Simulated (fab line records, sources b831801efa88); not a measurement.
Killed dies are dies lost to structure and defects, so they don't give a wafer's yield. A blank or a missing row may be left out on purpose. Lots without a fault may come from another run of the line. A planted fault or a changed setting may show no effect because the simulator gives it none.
Chamber matching | flow sky130 | SKY_CONTACT_CVD_00 on pecvd-01: 3 sister chambers
The step deposits Si3N4, target thk 75 nm. 3 wafers are shown with their chamber, then 8 later ones without.

WAFERS WITH THEIR CHAMBER
wafer  | chamber | heater_power_w (W)
L086.3 | 2       | 819
L086.6 | 1       | 569
L088.2 | 0       | 806

WAFERS WITHOUT THEIR CHAMBER
wafer  | heater_power_w (W)
L088.4 | 625
L088.5 | 707
L087.2 | 628
L087.3 | 774
L087.4 | 779
L092.1 | 786
L092.2 | 726
L092.4 | 578

WHICH CHAMBER EACH WENT THROUGH
wafer  | from the rows above          | in truth
L088.4 | 1                            | 1
L088.5 | can't be placed: 0 or 2 or 1 | 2
L087.2 | 1                            | 1
L087.3 | can't be placed: 0 or 2      | 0
L087.4 | can't be placed: 0 or 2      | 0
L092.1 | can't be placed: 0 or 2      | 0
L092.2 | can't be placed: 0 or 2 or 1 | 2
L092.4 | 1                            | 1
Placed correctly: 3 of 8. Can't be placed from these rows: 5 (the true chamber is among the candidates in 5). Placed wrongly: 0.
How it was worked out, from the rows above alone: a wafer's distance from a chamber is the root of the sum, over the readings, of the square of ((its reading less the chamber's mean) divided by the reading's scatter). The wafer belongs to the nearest chamber; if the next one is less than 2 further off, it can't be placed. A chamber's mean is the mean of its shown wafers. The scatter: with one shown wafer a chamber, the root of the mean of the squares of how far each hidden wafer lies from its nearest shown one.
